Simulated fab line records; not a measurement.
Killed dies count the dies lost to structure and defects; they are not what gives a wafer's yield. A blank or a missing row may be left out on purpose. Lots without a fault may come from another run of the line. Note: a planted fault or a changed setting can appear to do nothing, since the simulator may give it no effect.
fab line records -- flow sky130 -- part 1 of 2: steps 1 to 32 of 43
record: lots: 5, wafers: 15, last_day: 49
route steps=708 shown VT_ADJUST_PCH@150 SONOS_TUNNEL@154 SONOS_ONO@168 GATE_OXIDE@187
lots that met no fault: from a run of the same line without faults
start_h: hours from the record's opening day to when the first of the lot's shown wafers began -- wait_h: hours from the lot's prior step to this one -- " identical to the entry in the row above -- L1.1+2: a single row standing in for several wafers -- - value missing, or start not given -- * or withheld: withheld -- < > ~ a bound
route shown NAME@n: names a module that has steps shown in the file, with the first one's number in the route -- usual: the fault-free wafers' mean and standard deviation -- same: alike in all rows -- chamber/n: place in a boat -- sites: the reading at each site -- _std_site: standard deviation across them -- _edge_site: inner sites' mean taken away from outer sites' mean -- radius_mm: for every site, how far away it sits from the centre of the wafer -- mask NAME#n: copy n -- behind: the last tool/chamber to shape the wafer -- hold: what put the lot on hold/how long, in hours/how the hold closed -- device: the transistor (n, p or np) that didn't switch -- end of line: at the end of the route, the tests of the same wafers -- where a step has no rows: the recipe by itself -- killed: the dies lost at the first sort to structure and to defects; this is not the yield of the wafer -- map: a wafer's dies, x killed, . not, _ none there
set.NAME: the setting as run; set.NAME@STEP: as run at that earlier step -- model.NAME: the simulator's own value behind a step, which no gauge read
a table for each step, a row for each wafer; lots at some steps of the route
services: from which hour (start_h, from the record's first day; less than 0 if before it) a tool's chamber was out of use, for how many hours, and why
== steps ==
step: SKY_VT_ADJUST_PCH_OVL_MEAS_07
usual: VT_ADJUST_PCH_OVL: -0.3/1.3
lot.wafer,tool,chamber,start_h,wait_h,VT_ADJUST_PCH_OVL[nm]
L074.2,overlay-02,-,228.50,-,2.5
L074.5,overlay-02,-,228.50,-,-0.7
L074.6,overlay-02,-,228.50,-,0.1
L078.1,overlay-02,-,254.80,-,-1.3
L078.3,overlay-02,-,254.80,-,0.6
L078.6,overlay-02,-,254.80,-,-0.2
L081.1,overlay-02,-,280.50,-,-0.4
L081.2,overlay-02,-,280.50,-,0.4
L081.6,overlay-02,-,280.50,-,-1.5
L086.1,overlay-02,-,325.69,-,-1.4
L086.3,overlay-02,-,325.69,-,-1.5
L086.6,overlay-02,-,325.69,-,-1.3
L092.2,overlay-02,-,365.31,-,-1.2
L092.3,overlay-02,-,365.31,-,-0.8
L092.5,overlay-02,-,365.31,-,0.0
step: SKY_VT_ADJUST_PCH_IMPLANT_08
recipe: species: B, energy_kev: 10, dose_cm2: 5e+11, tilt_deg: withheld
lot.wafer,tool,chamber,start_h,wait_h
L074.2+5+6,implanter-04,0,228.56,0.0
L078.1+3+6,implanter-03,0,254.84,0.0
L081.1+2+6,implanter-02,0,280.54,0.0
L086.1+3+6,implanter-02,0,325.73,0.0
L092.2+3+5,implanter-03,0,365.36,0.0
step: SKY_VT_ADJUST_PCH_STRIP_09
recipe: chemistry: O2/N2, power_w: 1400, pressure_mtorr: 1500, platen_temp_c: withheld, o2_flow_sccm: 3000, n2_flow_sccm: 300, overash_fraction: 0.5
usual: chamber_pressure_mTorr: 1499.8/1.3, drypump_motor_current_A: 5.7/0.53, oes_product_au: 0.722/0.005, strip_time_to_endpoint_s: 36.94/0.11
lot.wafer,tool,chamber,start_h,wait_h,chamber_pressure_mTorr,drypump_motor_current_A,oes_product_au,rf_hours_counter_h,strip_time_to_endpoint_s
L074.2,plasma_asher-04,1,228.68,0.1,1500.6,6.2,0.709,35,36.80
L074.5,plasma_asher-04,1,228.68,0.1,1499.8,6.2,0.719,-,36.72
L074.6,plasma_asher-04,0,228.68,0.1,1501.5,6.4,0.721,-,36.86
L078.1,plasma_asher-03,0,254.99,0.1,1499.4,5.5,0.719,57,36.90
L078.3,plasma_asher-03,1,254.99,0.1,1501.3,5.8,0.723,-,36.85
L078.6,plasma_asher-03,0,254.99,0.1,1498.8,5.5,0.717,-,36.88
L081.1,plasma_asher-03,0,280.69,0.1,1502.4,5.4,0.725,60,37.08
L081.2,plasma_asher-03,1,280.69,0.1,1500.0,5.8,0.719,60,37.05
L081.6,plasma_asher-03,1,280.69,0.1,1498.2,5.8,0.725,-,37.00
L086.1,plasma_asher-03,1,325.88,0.1,1498.8,5.8,0.717,65,36.87
L086.3,plasma_asher-03,0,325.88,0.1,1499.7,5.5,0.725,-,36.78
L086.6,plasma_asher-03,1,325.88,0.1,1499.6,5.8,0.719,-,36.75
L092.2,plasma_asher-03,1,365.49,0.1,1500.7,5.9,0.720,69,36.91
L092.3,plasma_asher-03,1,365.49,0.1,1502.0,5.8,0.724,-,37.02
L092.5,plasma_asher-03,0,365.49,0.1,1500.1,5.5,0.724,-,37.00
step: SKY_VT_ADJUST_PCH_TW_MEAS_10
usual: VT_ADJUST_PCH_TW: 142.9/1.5
lot.wafer,tool,chamber,start_h,wait_h,VT_ADJUST_PCH_TW
L074.2,film_metro-02,-,228.79,0.1,141.1
L074.5,film_metro-02,-,228.79,0.1,141.6
L074.6,film_metro-02,-,228.79,0.1,141.4
L078.1,film_metro-01,-,255.09,0.1,144.4
L078.3,film_metro-01,-,255.09,0.1,143.3
L078.6,film_metro-01,-,255.09,0.1,144.4
L081.1,film_metro-01,-,280.79,0.1,143.7
L081.2,film_metro-01,-,280.79,0.1,143.6
L081.6,film_metro-01,-,280.79,0.1,144.0
L086.1,film_metro-01,-,325.98,0.1,143.7
L086.3,film_metro-01,-,325.98,0.1,143.3
L086.6,film_metro-01,-,325.98,0.1,143.2
L092.2,film_metro-04,-,365.60,0.1,142.4
L092.3,film_metro-04,-,365.60,0.1,142.9
L092.5,film_metro-04,-,365.60,0.1,142.7
step: SKY_SONOS_TUNNEL_DEHYDRATE_00
recipe: temp_c: 200, time_s: 60
lot.wafer,tool,chamber,start_h,wait_h
L074.2+5+6,litho_track-04,0,239.20,10.4
L078.1+3+6,litho_track-03,0,266.59,11.5
L081.1+2+6,litho_track-03,0,293.09,12.3
L086.1+3+6,litho_track-03,0,338.29,12.3
L092.2+3+5,litho_track-04,0,379.15,13.5
step: SKY_SONOS_TUNNEL_HMDS_01
recipe: prime_time_s: 60, prime_temp_c: 120
lot.wafer,tool,chamber,start_h,wait_h
L074.2+5+6,litho_track-04,0,239.35,0.1
L078.1+3+6,litho_track-03,0,266.74,0.1
L081.1+2+6,litho_track-03,0,293.24,0.1
L086.1+3+6,litho_track-03,0,338.44,0.1
L092.2+3+5,litho_track-04,0,379.30,0.1
step: SKY_SONOS_TUNNEL_COAT_02
recipe: resist: NOVOLAK, spin_rpm: 3000, resist_thk_nm: 1140
lot.wafer,tool,chamber,start_h,wait_h
L074.2+5+6,litho_track-04,0,239.50,0.1
L078.1+3+6,litho_track-03,0,266.89,0.1
L081.1+2+6,litho_track-03,0,293.39,0.1
L086.1+3+6,litho_track-03,0,338.59,0.1
L092.2+3+5,litho_track-04,0,379.45,0.1
step: SKY_SONOS_TUNNEL_SOFTBAKE_03
recipe: temp_c: 90, time_s: 60, resist: NOVOLAK
lot.wafer,tool,chamber,start_h,wait_h
L074.2+5+6,litho_track-04,0,239.65,0.1
L078.1+3+6,litho_track-03,0,267.04,0.1
L081.1+2+6,litho_track-03,0,293.54,0.1
L086.1+3+6,litho_track-03,0,338.74,0.1
L092.2+3+5,litho_track-04,0,379.60,0.1
step: SKY_SONOS_TUNNEL_EXPOSE_04
recipe: mask_id: TUNM, na: 0.6, source_shape: conventional, sigma_outer: 0.6, polarization: unpolarized, target_cd_nm: 410, dose_mj: 136
lot.wafer,tool,chamber,start_h,wait_h,mask
L074.2+5+6,iline_stepper-01,0,-,-,TUNM#0
L078.1+3+6,iline_stepper-02,0,-,-,TUNM#0
L081.1+2+6,iline_stepper-02,0,-,-,TUNM#0
L086.1+3+6,iline_stepper-02,0,-,-,TUNM#0
L092.2+3+5,iline_stepper-02,0,-,-,TUNM#0
step: SKY_SONOS_TUNNEL_PEB_05
recipe: temp_c: withheld, time_s: *, resist: NOVOLAK
lot.wafer,tool,chamber,start_h,wait_h
L074.2+5+6,litho_track-04,0,-,-
L078.1+3+6,litho_track-03,0,-,-
L081.1+2+6,litho_track-04,0,-,-
L086.1+3+6,litho_track-02,0,-,-
L092.2+3+5,litho_track-02,0,-,-
step: SKY_SONOS_TUNNEL_DEVELOP_06
recipe: resist: NOVOLAK, developer: TMAH, develop_time_s: 60, dev_temp_c: 23
usual: developer_temp_C: 23.01/0.11
lot.wafer,tool,chamber,start_h,wait_h,developer_temp_C
L074.2,litho_track-04,0,251.00,0.1,23.10
L074.5,litho_track-04,0,251.00,0.1,23.02
L074.6,litho_track-04,0,251.00,0.1,22.92
L078.1,litho_track-03,0,278.94,0.1,23.11
L078.3,litho_track-03,0,278.94,0.1,22.98
L078.6,litho_track-03,0,278.94,0.1,23.09
L081.1,litho_track-04,0,305.63,0.1,23.19
L081.2,litho_track-04,0,305.63,0.1,23.02
L081.6,litho_track-04,0,305.63,0.1,23.04
L086.1,litho_track-02,0,351.65,0.1,22.81
L086.3,litho_track-02,0,351.65,0.1,22.90
L086.6,litho_track-02,0,351.65,0.1,22.83
L092.2,litho_track-02,0,394.18,0.1,23.01
L092.3,litho_track-02,0,394.18,0.1,22.91
L092.5,litho_track-02,0,394.18,0.1,23.01
step: SKY_SONOS_TUNNEL_CD_MEAS_07
recipe: target_cd_nm: 410
usual: cd_nm: 410.5/2.5
lot.wafer,tool,chamber,start_h,wait_h,cd_nm
L074.2,cd_sem-02,-,251.15,0.1,409.0
L074.5,cd_sem-02,-,251.15,0.1,410.0
L074.6,cd_sem-02,-,251.15,0.1,410.6
L078.1,cd_sem-02,-,279.09,0.1,413.6
L078.3,cd_sem-02,-,279.09,0.1,411.9
L078.6,cd_sem-02,-,279.09,0.1,411.1
L081.1,cd_sem-01,-,305.78,0.1,411.7
L081.2,cd_sem-01,-,305.78,0.1,408.7
L081.6,cd_sem-01,-,305.78,0.1,408.2
L086.1,cd_sem-01,-,351.80,0.1,404.7
L086.3,cd_sem-01,-,351.80,0.1,405.8
L086.6,cd_sem-01,-,351.80,0.1,406.0
L092.2,cd_sem-01,-,394.32,0.1,409.6
L092.3,cd_sem-01,-,394.32,0.1,412.0
L092.5,cd_sem-01,-,394.32,0.1,409.8
step: SKY_SONOS_TUNNEL_OVL_MEAS_08
usual: SONOS_TUNNEL_OVL: -0.6/1.5
lot.wafer,tool,chamber,start_h,wait_h,SONOS_TUNNEL_OVL[nm]
L074.2,overlay-01,-,251.25,0.1,-1.9
L074.5,overlay-01,-,251.25,0.1,-3.4
L074.6,overlay-01,-,251.25,0.1,-4.4
L078.1,overlay-01,-,279.21,0.1,-1.8
L078.3,overlay-01,-,279.21,0.1,-0.9
L078.6,overlay-01,-,279.21,0.1,-1.3
L081.1,overlay-02,-,305.90,0.1,1.7
L081.2,overlay-02,-,305.90,0.1,-0.1
L081.6,overlay-02,-,305.90,0.1,-1.7
L086.1,overlay-01,-,351.92,0.1,0.6
L086.3,overlay-01,-,351.92,0.1,-2.1
L086.6,overlay-01,-,351.92,0.1,0.1
L092.2,overlay-01,-,394.43,0.1,-3.6
L092.3,overlay-01,-,394.43,0.1,-4.2
L092.5,overlay-01,-,394.43,0.1,-3.4
step: SKY_SONOS_TUNNEL_IMPLANT_09
recipe: species: B, energy_kev: 20, dose_cm2: 1e+12, tilt_deg: withheld
lot.wafer,tool,chamber,start_h,wait_h
L074.2+5+6,implanter-03,0,251.31,0.0
L078.1+3+6,implanter-01,0,279.25,0.0
L081.1+2+6,implanter-01,0,305.93,0.0
L086.1+3+6,implanter-01,0,351.96,0.0
L092.2+3+5,implanter-04,0,394.48,0.0
step: SKY_SONOS_TUNNEL_WET_ETCH_10
recipe: chemistry: dHF, target_depth_nm: 14, target: SiO2, dilution: 100:1, temp_c: 25, time_s: 280
lot.wafer,tool,chamber,start_h,wait_h
L074.2+5+6,wet_bench-02,1,251.43,0.1
L078.1+3+6,wet_bench-02,0,279.40,0.1
L081.1+2+6,wet_bench-03,1,306.08,0.1
L086.1+3+6,wet_bench-04,1,352.11,0.1
L092.2+3+5,wet_bench-03,0,394.61,0.1
step: SKY_SONOS_TUNNEL_STRIP_11
recipe: chemistry: SPM, time_s: 600, temp_c: 130
lot.wafer,tool,chamber,start_h,wait_h
L074.2+5+6,wet_bench-04,3,251.52,0.0
L078.1+3+6,wet_bench-02,1,279.49,0.0
L081.1+2+6,wet_bench-04,0,306.18,0.0
L086.1+3+6,wet_bench-03,1,352.20,0.0
L092.2+3+5,wet_bench-04,1,394.70,0.0
step: SKY_SONOS_TUNNEL_TW_MEAS_12
usual: SONOS_TUNNEL_TW: 196.1/1.7
lot.wafer,tool,chamber,start_h,wait_h,SONOS_TUNNEL_TW
L074.2,film_metro-02,-,251.70,0.0,194.9
L074.5,film_metro-02,-,251.70,0.0,195.7
L074.6,film_metro-02,-,251.70,0.0,195.0
L078.1,film_metro-04,-,279.66,0.0,198.4
L078.3,film_metro-04,-,279.66,0.0,197.5
L078.6,film_metro-04,-,279.66,0.0,197.7
L081.1,film_metro-02,-,306.35,0.0,196.4
L081.2,film_metro-02,-,306.35,0.0,196.2
L081.6,film_metro-02,-,306.35,0.0,195.8
L086.1,film_metro-02,-,352.38,0.0,194.8
L086.3,film_metro-02,-,352.38,0.0,194.8
L086.6,film_metro-02,-,352.38,0.0,195.0
L092.2,film_metro-04,-,395.06,0.0,197.6
L092.3,film_metro-04,-,395.06,0.0,198.6
L092.5,film_metro-04,-,395.06,0.0,199.1
step: SKY_SONOS_TUNNEL_CLEAN_13
recipe: chemistry: dHF, time_s: 20, dilution: 100:1, dry: ipa_marangoni
lot.wafer,tool,chamber,start_h,wait_h
L074.2+5+6,wet_bench-03,0,251.75,0.0
L078.1+3+6,wet_bench-02,2,279.72,0.1
L081.1+2+6,wet_bench-02,0,306.41,0.1
L086.1+3+6,wet_bench-02,3,352.44,0.1
L092.2+3+5,wet_bench-04,0,395.11,0.0
step: SKY_SONOS_ONO_OXIDATION_00
recipe: temp_c: 800, ambient: O2, idle_temp_c: 700, ramp_up_c_per_min: 10, ramp_down_c_per_min: 3, stabilise_s: 600, purge_s: 300, target_thk_a: 26, ox_time_s: 1249
usual: ox_temp_c: 800.0/0.36, zone_power_bottom_pct: 21.8/1.1, zone_power_lower_pct: 12.30/0.28
same: stabilise_s: 600
lot.wafer,tool,chamber,start_h,wait_h,ox_temp_c,zone_power_bottom_pct,zone_power_lower_pct
L074.2,furnace-02,0,251.93,0.2,799.9,20.9,12.30
L074.5,furnace-02,0,251.93,0.2,799.8,21.2,12.33
L074.6,furnace-02,0,251.93,0.2,800.2,21.3,12.57
L078.1,furnace-01,0,279.77,0.0,799.3,23.3,11.85
L078.3,furnace-01,0,279.77,0.0,800.0,23.8,11.89
L078.6,furnace-01,0,279.77,0.0,799.7,23.4,12.03
L081.1,furnace-02,0,310.65,4.2,800.2,21.2,12.31
L081.2,furnace-02,0,310.65,4.2,800.7,21.1,12.57
L081.6,furnace-02,0,310.65,4.2,800.0,21.1,12.47
L086.1,furnace-01,0,353.64,1.2,799.7,23.7,11.83
L086.3,furnace-01,0,353.64,1.2,799.7,23.3,11.92
L086.6,furnace-01,0,353.64,1.2,799.1,23.2,11.76
L092.2,furnace-02,0,397.47,2.3,799.5,21.5,12.49
L092.3,furnace-02,0,397.47,2.3,799.9,20.9,12.49
L092.5,furnace-02,0,397.47,2.3,800.0,21.3,12.59
step: SKY_SONOS_ONO_THK_MEAS_01
recipe: reads: SiO2_of_SONOS_ONO_OXIDATION_00
usual: SONOS_ONO_OXIDATION_THK: 2.62/0.059
lot.wafer,tool,chamber,start_h,wait_h,SONOS_ONO_OXIDATION_THK[nm]
L074.2,film_metro-01,-,253.29,0.0,2.60
L074.5,film_metro-01,-,253.29,0.0,2.58
L074.6,film_metro-01,-,253.29,0.0,2.60
L078.1,film_metro-02,-,281.12,0.0,2.68
L078.3,film_metro-02,-,281.12,0.0,2.68
L078.6,film_metro-02,-,281.12,0.0,2.62
L081.1,film_metro-01,-,311.99,0.0,2.68
L081.2,film_metro-01,-,311.99,0.0,2.74
L081.6,film_metro-01,-,311.99,0.0,2.73
L086.1,film_metro-01,-,354.99,0.0,2.59
L086.3,film_metro-01,-,354.99,0.0,2.63
L086.6,film_metro-01,-,354.99,0.0,2.60
L092.2,film_metro-02,-,398.83,0.0,2.59
L092.3,film_metro-02,-,398.83,0.0,2.55
L092.5,film_metro-02,-,398.83,0.0,2.57
step: SKY_SONOS_ONO_CVD_02
recipe: material: Si3N4, precursor: DCS/NH3, target_thk_nm: 10.5, temp_c: 770, time_s: 175, pressure_mtorr: 250
usual: zone_power_bottom_pct: 17.3/0.64, zone_power_lower_pct: 11.91/0.21
lot.wafer,tool,chamber,start_h,wait_h,zone_power_bottom_pct,zone_power_lower_pct
L074.2,lpcvd-02,1,254.98,1.7,17.0,12.12
L074.5,lpcvd-02,1,254.98,1.7,17.1,11.92
L074.6,lpcvd-02,1,254.98,1.7,16.9,12.06
L078.1,lpcvd-02,1,281.18,0.1,17.0,11.84
L078.3,lpcvd-02,1,281.18,0.1,17.0,12.03
L078.6,lpcvd-02,1,281.18,0.1,17.1,11.99
L081.1,lpcvd-02,0,312.05,0.1,18.5,11.54
L081.2,lpcvd-02,0,312.05,0.1,18.3,11.67
L081.6,lpcvd-02,0,312.05,0.1,18.2,11.85
L086.1,lpcvd-02,0,355.49,0.5,18.5,11.52
L086.3,lpcvd-02,0,355.49,0.5,18.3,11.67
L086.6,lpcvd-02,0,355.49,0.5,18.7,11.54
L092.2,lpcvd-02,0,399.81,1.0,18.3,11.73
L092.3,lpcvd-02,0,399.81,1.0,18.5,11.54
L092.5,lpcvd-02,0,399.81,1.0,18.6,11.65
step: SKY_SONOS_ONO_THK_MEAS_03
recipe: reads: Si3N4_of_SONOS_ONO_CVD_02
usual: SONOS_ONO_CVD_02_THK: 10.12/0.13
lot.wafer,tool,chamber,start_h,wait_h,SONOS_ONO_CVD_02_THK[nm]
L074.2,film_metro-03,-,256.04,0.0,10.18
L074.5,film_metro-03,-,256.04,0.0,10.16
L074.6,film_metro-03,-,256.04,0.0,10.28
L078.1,film_metro-03,-,282.23,0.0,9.96
L078.3,film_metro-03,-,282.23,0.0,9.99
L078.6,film_metro-03,-,282.23,0.0,9.95
L081.1,film_metro-02,-,313.10,0.0,10.27
L081.2,film_metro-02,-,313.10,0.0,10.16
L081.6,film_metro-02,-,313.10,0.0,10.02
L086.1,film_metro-02,-,356.54,0.0,10.12
L086.3,film_metro-02,-,356.54,0.0,10.23
L086.6,film_metro-02,-,356.54,0.0,10.19
L092.2,film_metro-02,-,400.87,0.0,10.43
L092.3,film_metro-02,-,400.87,0.0,10.43
L092.5,film_metro-02,-,400.87,0.0,10.45
step: SKY_SONOS_ONO_CVD_04
recipe: material: SiO2, precursor: SiH4/N2O, target_thk_nm: 5.7199, temp_c: 900, pressure_mtorr: 400
usual: zone_power_bottom_pct: 28.4/0.3, zone_power_lower_pct: 16.4/0.34
lot.wafer,tool,chamber,start_h,wait_h,zone_power_bottom_pct,zone_power_lower_pct
L074.2,lpcvd-03,1,256.09,0.0,28.4,16.2
L074.5,lpcvd-03,1,256.09,0.0,28.0,16.0
L074.6,lpcvd-03,1,256.09,0.0,28.2,16.1
L078.1,lpcvd-03,1,282.29,0.1,28.7,16.0
L078.3,lpcvd-03,1,282.29,0.1,28.0,16.1
L078.6,lpcvd-03,1,282.29,0.1,28.3,15.8
L081.1,lpcvd-03,0,313.16,0.1,27.8,16.8
L081.2,lpcvd-03,0,313.16,0.1,28.5,16.9
L081.6,lpcvd-03,0,313.16,0.1,28.4,16.6
L086.1,lpcvd-03,0,356.60,0.1,28.1,16.6
L086.3,lpcvd-03,0,356.60,0.1,28.4,16.9
L086.6,lpcvd-03,0,356.60,0.1,28.4,16.4
L092.2,lpcvd-03,1,400.92,0.0,28.2,16.2
L092.3,lpcvd-03,1,400.92,0.0,28.1,15.7
L092.5,lpcvd-03,1,400.92,0.0,28.9,15.9
step: SKY_SONOS_ONO_THK_MEAS_05
recipe: reads: SiO2_of_SONOS_ONO_CVD_04
usual: SONOS_ONO_CVD_04_THK: 5.70/0.12
lot.wafer,tool,chamber,start_h,wait_h,SONOS_ONO_CVD_04_THK[nm]
L074.2,film_metro-02,-,257.35,0.0,5.72
L074.5,film_metro-02,-,257.35,0.0,5.75
L074.6,film_metro-02,-,257.35,0.0,5.71
L078.1,film_metro-01,-,283.54,0.0,5.91
L078.3,film_metro-01,-,283.54,0.0,5.79
L078.6,film_metro-01,-,283.54,0.0,5.88
L081.1,film_metro-01,-,314.41,0.0,5.62
L081.2,film_metro-01,-,314.41,0.0,5.67
L081.6,film_metro-01,-,314.41,0.0,5.66
L086.1,film_metro-02,-,357.85,0.0,5.66
L086.3,film_metro-02,-,357.85,0.0,5.68
L086.6,film_metro-02,-,357.85,0.0,5.63
L092.2,film_metro-02,-,402.18,0.0,5.89
L092.3,film_metro-02,-,402.18,0.0,5.93
L092.5,film_metro-02,-,402.18,0.0,5.94
step: SKY_SONOS_ONO_DEHYDRATE_06
recipe: temp_c: 200, time_s: 60
lot.wafer,tool,chamber,start_h,wait_h
L074.2+5+6,litho_track-04,0,269.50,12.1
L078.1+3+6,litho_track-04,0,295.78,12.2
L081.1+2+6,litho_track-01,0,326.76,12.3
L086.1+3+6,litho_track-03,0,371.54,13.7
L092.2+3+5,litho_track-03,0,416.47,14.3
step: SKY_SONOS_ONO_HMDS_07
recipe: prime_time_s: 60, prime_temp_c: 120
lot.wafer,tool,chamber,start_h,wait_h
L074.2+5+6,litho_track-04,0,269.65,0.1
L078.1+3+6,litho_track-04,0,295.93,0.1
L081.1+2+6,litho_track-01,0,326.91,0.1
L086.1+3+6,litho_track-03,0,371.69,0.1
L092.2+3+5,litho_track-03,0,416.62,0.1
step: SKY_SONOS_ONO_COAT_08
recipe: resist: NOVOLAK, spin_rpm: 3000, resist_thk_nm: 1133
lot.wafer,tool,chamber,start_h,wait_h
L074.2+5+6,litho_track-04,0,269.80,0.1
L078.1+3+6,litho_track-04,0,296.08,0.1
L081.1+2+6,litho_track-01,0,327.06,0.1
L086.1+3+6,litho_track-03,0,371.84,0.1
L092.2+3+5,litho_track-03,0,416.77,0.1
step: SKY_SONOS_ONO_SOFTBAKE_09
recipe: temp_c: 90, time_s: 60, resist: NOVOLAK
lot.wafer,tool,chamber,start_h,wait_h
L074.2+5+6,litho_track-04,0,269.95,0.1
L078.1+3+6,litho_track-04,0,296.23,0.1
L081.1+2+6,litho_track-01,0,327.21,0.1
L086.1+3+6,litho_track-03,0,371.99,0.1
L092.2+3+5,litho_track-03,0,416.92,0.1
step: SKY_SONOS_ONO_EXPOSE_10
recipe: mask_id: ONOM, target_cd_nm: 410, na: 0.6, source_shape: conventional, sigma_outer: 0.6, dose_mj: 150
lot.wafer,tool,chamber,start_h,wait_h,mask
L074.2+5+6,iline_stepper-02,0,-,-,ONOM#0
L078.1+3+6,iline_stepper-01,0,-,-,ONOM#0
L081.1+2+6,iline_stepper-01,0,-,-,ONOM#0
L086.1+3+6,iline_stepper-02,0,-,-,ONOM#0
L092.2+3+5,iline_stepper-01,0,-,-,ONOM#0
step: SKY_SONOS_ONO_PEB_11
recipe: temp_c: withheld, time_s: *, resist: NOVOLAK
lot.wafer,tool,chamber,start_h,wait_h
L074.2+5+6,litho_track-03,0,-,-
L078.1+3+6,litho_track-04,0,-,-
L081.1+2+6,litho_track-01,0,-,-
L086.1+3+6,litho_track-04,0,-,-
L092.2+3+5,litho_track-03,0,-,-
step: SKY_SONOS_ONO_DEVELOP_12
recipe: develop_time_s: 60, dev_temp_c: 23
usual: developer_temp_C: 22.98/0.1
lot.wafer,tool,chamber,start_h,wait_h,developer_temp_C
L074.2,litho_track-03,0,281.02,0.1,22.90
L074.5,litho_track-03,0,281.02,0.1,22.95
L074.6,litho_track-03,0,281.02,0.1,22.95
L078.1,litho_track-04,0,308.03,0.1,22.95
L078.3,litho_track-04,0,308.03,0.1,22.99
L078.6,litho_track-04,0,308.03,0.1,23.03
L081.1,litho_track-01,0,339.31,0.1,23.06
L081.2,litho_track-01,0,339.31,0.1,22.97
L081.6,litho_track-01,0,339.31,0.1,22.84
L086.1,litho_track-04,0,385.83,0.1,23.03
L086.3,litho_track-04,0,385.83,0.1,22.85
L086.6,litho_track-04,0,385.83,0.1,22.90
L092.2,litho_track-03,0,431.92,0.1,22.84
L092.3,litho_track-03,0,431.92,0.1,23.06
L092.5,litho_track-03,0,431.92,0.1,23.02
step: SKY_SONOS_ONO_CD_MEAS_13
recipe: target_cd_nm: 410
usual: cd_nm: 409.8/2.4
lot.wafer,tool,chamber,start_h,wait_h,cd_nm
L074.2,cd_sem-02,-,281.16,0.1,411.7
L074.5,cd_sem-02,-,281.16,0.1,415.2
L074.6,cd_sem-02,-,281.16,0.1,413.2
L078.1,cd_sem-02,-,308.18,0.1,409.2
L078.3,cd_sem-02,-,308.18,0.1,410.0
L078.6,cd_sem-02,-,308.18,0.1,409.0
L081.1,cd_sem-02,-,339.46,0.1,405.0
L081.2,cd_sem-02,-,339.46,0.1,408.6
L081.6,cd_sem-02,-,339.46,0.1,407.0
L086.1,cd_sem-02,-,385.98,0.1,406.1
L086.3,cd_sem-02,-,385.98,0.1,408.9
L086.6,cd_sem-02,-,385.98,0.1,407.4
L092.2,cd_sem-01,-,432.06,0.1,405.3
L092.3,cd_sem-01,-,432.06,0.1,406.1
L092.5,cd_sem-01,-,432.06,0.1,407.8
